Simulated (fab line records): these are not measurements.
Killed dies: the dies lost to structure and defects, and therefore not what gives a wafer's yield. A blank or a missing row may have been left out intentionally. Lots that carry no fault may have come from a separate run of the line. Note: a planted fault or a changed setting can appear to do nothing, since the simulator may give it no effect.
Matching of chambers    flow gf180mcu    GF_V4_CMP_04 on cmp-01: 4 sister chambers
The step polishes SiO2. 4 wafers are shown with their chamber, then 12 later ones without.

== WAFERS WITH THEIR CHAMBER ==
wafer   chamber  motor-current-A (A)
L088.3  1        11.3
L092.6  0        14.7
L093.2  3        13.2
L093.5  2        12.3

== WAFERS WITH NO CHAMBER GIVEN ==
wafer   motor-current-A (A)
L094.2  13.4
L094.3  10.8
L094.4  13.4
L094.1  12.3
L094.5  13.7
L094.6  13.7
L095.1  12.4
L095.5  11.3
L095.6  13.4
L096.3  11.8
L096.5  13.1
L096.6  13.4

== WHICH CHAMBER EACH WENT THROUGH ==
wafer    from the rows above       in truth
L094.2   3                         3
L094.3   1                         1
L094.4   3                         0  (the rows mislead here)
L094.1   2                         2
L094.5   can't be placed: 3 or 0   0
L094.6   can't be placed: 3 or 0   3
L095.1   2                         2
L095.5   1                         1
L095.6   3                         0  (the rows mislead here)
L096.3   can't be placed: 1 or 2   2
L096.5   3                         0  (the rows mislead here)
L096.6   3                         3
Correctly placed: 6 of 12. From these rows, 3 cannot be placed; in 3 the true chamber is one of the candidates. Number placed wrongly: 3.
How it was worked out, from the rows above alone: a wafer's distance from a chamber is the root of the sum, over the readings, of the square of ((its reading less the chamber's mean) divided by the reading's scatter). The wafer belongs to the nearest chamber; if the next one is less than 2 further off, it can't be placed. A chamber's mean is the mean of its shown wafers. The scatter: root of mean squared gap, hidden wafer to nearest shown wafer, with one shown wafer a chamber.
